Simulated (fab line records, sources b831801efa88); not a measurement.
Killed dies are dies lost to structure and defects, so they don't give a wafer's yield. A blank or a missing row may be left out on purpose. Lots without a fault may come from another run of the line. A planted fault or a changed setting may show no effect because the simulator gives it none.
Which tool did it? | flow sky130 | 12 lots, 36 wafers sampled, at 5 steps of a route of 708

WHAT THE GAUGES READ, wafer by wafer
SKY_CAP2M_THK_MEAS_04: measures by xrf. Usual: CAP2M_TIN_THK 199.5 nm, standard deviation 2.3.
lot  | measured     | on            | CAP2M_TIN_THK (nm) | flag
L201 | day 41 06:42 | film_metro-04 | 199.2 200.1 198.3  |
L203 | day 41 21:10 | film_metro-04 | 199.0 201.8 199.7  |
L204 | day 41 23:23 | film_metro-04 | 200.5 201.8 200.5  |
L209 | day 43 14:43 | film_metro-04 | 201.5 200.8 202.6  |
L213 | day 44 07:43 | film_metro-04 | 196.7 195.3 195.8  |
L214 | day 44 15:56 | film_metro-02 | 201.4 200.4 203.4  |
L215 | day 44 16:08 | film_metro-04 | 196.6 197.0 196.6  |
L216 | day 45 08:31 | film_metro-02 | 202.3 200.1 196.1  |
L217 | day 45 13:09 | film_metro-02 | 197.9 198.8 199.4  |
L218 | day 45 17:28 | film_metro-02 | 199.7 197.8 201.0  |
L219 | day 45 22:13 | film_metro-04 | 197.3 197.5 197.1  |
L220 | day 46 01:43 | film_metro-02 | 203.2 204.6 202.3  |

SKY_VIA4_THK_MEAS_01. Usual: VIA4_HDPCVD_THK 1737 nm, standard deviation 19.
lot  | measured     | on            | VIA4_HDPCVD_THK (nm) | flag
L201 | day 43 06:25 | film_metro-04 | 1265 1268 1269       | OFF
L203 | day 43 20:05 | film_metro-04 | 1265 1283 1274       | OFF
L204 | day 43 23:09 | film_metro-03 | 1272 1261 1296       | OFF
L209 | day 45 12:03 | film_metro-04 | 1726 1734 1722       |
L213 | day 46 04:16 | film_metro-04 | 1723 1757 1737       |
L214 | day 46 12:20 | film_metro-04 | 1780 1773 1766       |
L215 | day 46 12:41 | film_metro-04 | 1751 1745 1723       |
L216 | day 47 02:28 | film_metro-01 | 1710 1759 1709       |
L217 | day 47 08:24 | film_metro-01 | 1745 1754 1740       |
L218 | day 47 11:52 | film_metro-01 | 1762 1723 1762       |
L219 | day 47 16:19 | film_metro-03 | 1735 1736 1720       |
L220 | day 47 19:43 | film_metro-04 | 1705 1765 1709       |

WHICH TOOL RAN EACH LOT (tool, then ch and the chambers of the sampled wafers, then the start)
lot  | SKY_METAL3_SPUTTER_01        | SKY_METAL4_STRIP_19                  | SKY_VIA4_HDPCVD_00
L201 | pvd_sputter-03, day 37 23:29 | plasma_asher-01 ch 0,1, day 43 05:38 | hdpcvd-02 ch 0,1,2, day 43 06:14
L203 | pvd_sputter-02, day 38 16:29 | plasma_asher-03 ch 0,1, day 43 19:13 | hdpcvd-02 ch 1,2, day 43 19:53
L204 | pvd_sputter-03, day 38 17:49 | plasma_asher-03 ch 0,1, day 43 21:56 | hdpcvd-02 ch 1,2, day 43 22:57
L209 | pvd_sputter-02, day 40 10:30 | plasma_asher-03 ch 0,1, day 45 11:17 | hdpcvd-01 ch 0,1,2, day 45 11:56
L213 | pvd_sputter-04, day 41 05:38 | plasma_asher-04 ch 0,1, day 46 03:28 | hdpcvd-01 ch 0,1,2, day 46 04:04
L214 | pvd_sputter-04, day 41 14:07 | plasma_asher-03 ch 0,1, day 46 11:32 | hdpcvd-01 ch 0,2, day 46 12:10
L215 | pvd_sputter-04, day 41 15:17 | plasma_asher-04 ch 0,1, day 46 11:53 | hdpcvd-02 ch 0,1,2, day 46 12:31
L216 | pvd_sputter-03, day 42 08:41 | plasma_asher-04 ch 0,1, day 47 01:40 | hdpcvd-02 ch 0,1, day 47 02:16
L217 | pvd_sputter-03, day 42 11:09 | plasma_asher-01 ch 0,1, day 47 07:36 | hdpcvd-01 ch 0,1, day 47 08:12
L218 | pvd_sputter-02, day 42 17:16 | plasma_asher-01 ch 0,1, day 47 11:04 | hdpcvd-01 ch 1,2, day 47 11:41
L219 | pvd_sputter-04, day 43 00:54 | plasma_asher-03 ch 0,1, day 47 15:31 | hdpcvd-01 ch 0,1,2, day 47 16:08
L220 | pvd_sputter-02, day 43 03:14 | plasma_asher-03 ch 0,1, day 47 18:49 | hdpcvd-02 ch 1,2, day 47 19:32
- SKY_METAL3_SPUTTER_01: material TiN, target thk 20 nm, time 16.7 s.
- SKY_METAL4_STRIP_19: strips in O2/N2.
- SKY_VIA4_HDPCVD_00: deposits SiO2, target thk 1750 nm, time 291.7 s.

WHAT THE TOOLS THEMSELVES READ (means of the sampled wafers that have a number; where no wafer has one, the mark that the record gives instead)
SKY_METAL3_SPUTTER_01. Usual: throttle_valve_pct 30.1 %, standard deviation 1.2.
lot  | tool           | throttle_valve_pct (%) | flag
L201 | pvd_sputter-03 | 30.7                   |
L203 | pvd_sputter-02 | 29.8                   |
L204 | pvd_sputter-03 | 30.4                   |
L209 | pvd_sputter-02 | 30.1                   |
L213 | pvd_sputter-04 | 29.6                   |
L214 | pvd_sputter-04 | 28.3                   |
L215 | pvd_sputter-04 | 29.4                   |
L216 | pvd_sputter-03 | 30.8                   |
L217 | pvd_sputter-03 | 31.0                   |
L218 | pvd_sputter-02 | 29.8                   |
L219 | pvd_sputter-04 | 29.4                   |
L220 | pvd_sputter-02 | 30.7                   |

SKY_METAL4_STRIP_19. Usual: drypump_motor_current_A 5.5 A, standard deviation 0.59; oes_product_au 0.500 a.u., standard deviation 0.0068; strip_time_to_endpoint_s 6.48 s, standard deviation 0.11.
lot  | tool            | drypump_motor_current_A (A) | oes_product_au (a.u.) | strip_time_to_endpoint_s (s) | flag
L201 | plasma_asher-01 | 5.6                         | 0.504                 | 6.60                         |
L203 | plasma_asher-03 | 5.5                         | 0.506                 | 6.56                         |
L204 | plasma_asher-03 | 5.5                         | 0.499                 | 6.50                         |
L209 | plasma_asher-03 | 5.5                         | 0.498                 | 6.35                         |
L213 | plasma_asher-04 | 5.7                         | 0.506                 | 6.55                         |
L214 | plasma_asher-03 | 5.5                         | 0.491                 | 6.37                         |
L215 | plasma_asher-04 | 5.7                         | 0.499                 | 6.49                         |
L216 | plasma_asher-04 | 5.8                         | 0.504                 | 6.62                         |
L217 | plasma_asher-01 | 5.9                         | 0.502                 | 6.58                         |
L218 | plasma_asher-01 | 5.9                         | 0.503                 | 6.55                         |
L219 | plasma_asher-03 | 5.5                         | 0.494                 | 6.39                         |
L220 | plasma_asher-03 | 5.1                         | 0.499                 | 6.47                         |

SKY_VIA4_HDPCVD_00. Usual: pressure_mtorr 6.000 mTorr, standard deviation 0.013; run_length_s 319.5 s, standard deviation 0.48; sih4_flow_sccm 60.02 sccm, standard deviation 0.19.
lot  | tool      | pressure_mtorr (mTorr) | run_length_s (s) | sih4_flow_sccm (sccm) | flag
L201 | hdpcvd-02 | 6.014                  | 242.1            | 59.97                 | OFF
L203 | hdpcvd-02 | 5.983                  | 242.2            | 60.21                 | OFF
L204 | hdpcvd-02 | 6.004                  | 241.9            | 59.85                 | OFF
L209 | hdpcvd-01 | 6.004                  | 319.2            | 59.91                 |
L213 | hdpcvd-01 | 5.991                  | 319.3            | 60.17                 |
L214 | hdpcvd-01 | 6.000                  | 319.3            | 59.87                 |
L215 | hdpcvd-02 | 6.010                  | 319.8            | 59.95                 |
L216 | hdpcvd-02 | 6.003                  | 319.7            | 59.96                 |
L217 | hdpcvd-01 | 5.988                  | 319.0            | 59.97                 |
L218 | hdpcvd-01 | 6.001                  | 319.0            | 60.10                 |
L219 | hdpcvd-01 | 5.996                  | 319.3            | 60.01                 |
L220 | hdpcvd-02 | 6.006                  | 319.7            | 59.98                 |

THE ANSWER, worked out from the rows above alone
Rule: a lot is off if the mean of its wafers that have a number lies more than 3 standard deviations from the usual mean. A lot without any number at a reading at which 4 lots or more have one is off too. The other lots that the step has rows for count as sound. The gauges are gone through in route order, then the tools' own readings, and for those a lot's mean is taken as printed above. The first step at which some lot is off is used, and at that step the reading that is off furthest; a lot without a number counts as furthest.
Off: L201, L203, L204, at SKY_VIA4_THK_MEAS_01 (VIA4_HDPCVD_THK).
A tool fits if, at a process step before that reading, it ran every lot that is off, and no sound lot after the first of them. The gauges at SKY_VIA4_THK_MEAS_01 aren't tried: what is off there is off at SKY_VIA4_HDPCVD_00 too, on other tools, and a gauge's error can't cause that. None of those tried fits.

WHAT THE SIMULATOR HAD PUT IN
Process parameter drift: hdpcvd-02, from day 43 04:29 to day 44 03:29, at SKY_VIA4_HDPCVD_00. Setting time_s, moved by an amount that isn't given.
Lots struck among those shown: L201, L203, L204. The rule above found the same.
